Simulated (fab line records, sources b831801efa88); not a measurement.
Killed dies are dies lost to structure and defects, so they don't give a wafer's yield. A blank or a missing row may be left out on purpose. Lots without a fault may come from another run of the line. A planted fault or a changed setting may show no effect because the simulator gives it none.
Chamber matching | flow gf180mcu | GF_STI_ETCH_13 on rie_diel-04: 4 sister chambers
The step etches the open film in CHF3/O2, stops on Si, target depth 282.31 nm, time 112.9 s. 4 wafers are shown with their chamber, then 10 later ones without.

WAFERS WITH THEIR CHAMBER
wafer  | chamber | drypump_motor_current_A (A)
L086.6 | 0       | 6.1
L088.3 | 2       | 6.5
L090.1 | 1       | 5.3
L090.3 | 3       | 5.8

WAFERS WITHOUT THEIR CHAMBER
wafer  | drypump_motor_current_A (A)
L090.5 | 6.1
L091.3 | 6.4
L091.4 | 5.9
L091.5 | 5.3
L092.1 | 5.8
L092.3 | 5.3
L092.6 | 6.5
L093.2 | 5.8
L093.4 | 6.5
L093.6 | 5.3

WHICH CHAMBER EACH WENT THROUGH
wafer  | from the rows above | in truth
L090.5 | 0                   | 0
L091.3 | 2                   | 2
L091.4 | 3                   | 3
L091.5 | 1                   | 1
L092.1 | 3                   | 3
L092.3 | 1                   | 1
L092.6 | 2                   | 2
L093.2 | 3                   | 3
L093.4 | 2                   | 2
L093.6 | 1                   | 1
Placed correctly: 10 of 10. Can't be placed from these rows: 0. Placed wrongly: 0.
How it was worked out, from the rows above alone: a wafer's distance from a chamber is the root of the sum, over the readings, of the square of ((its reading less the chamber's mean) divided by the reading's scatter). The wafer belongs to the nearest chamber; if the next one is less than 2 further off, it can't be placed. A chamber's mean is the mean of its shown wafers. The scatter: with one shown wafer a chamber, the root of the mean of the squares of how far each hidden wafer lies from its nearest shown one.
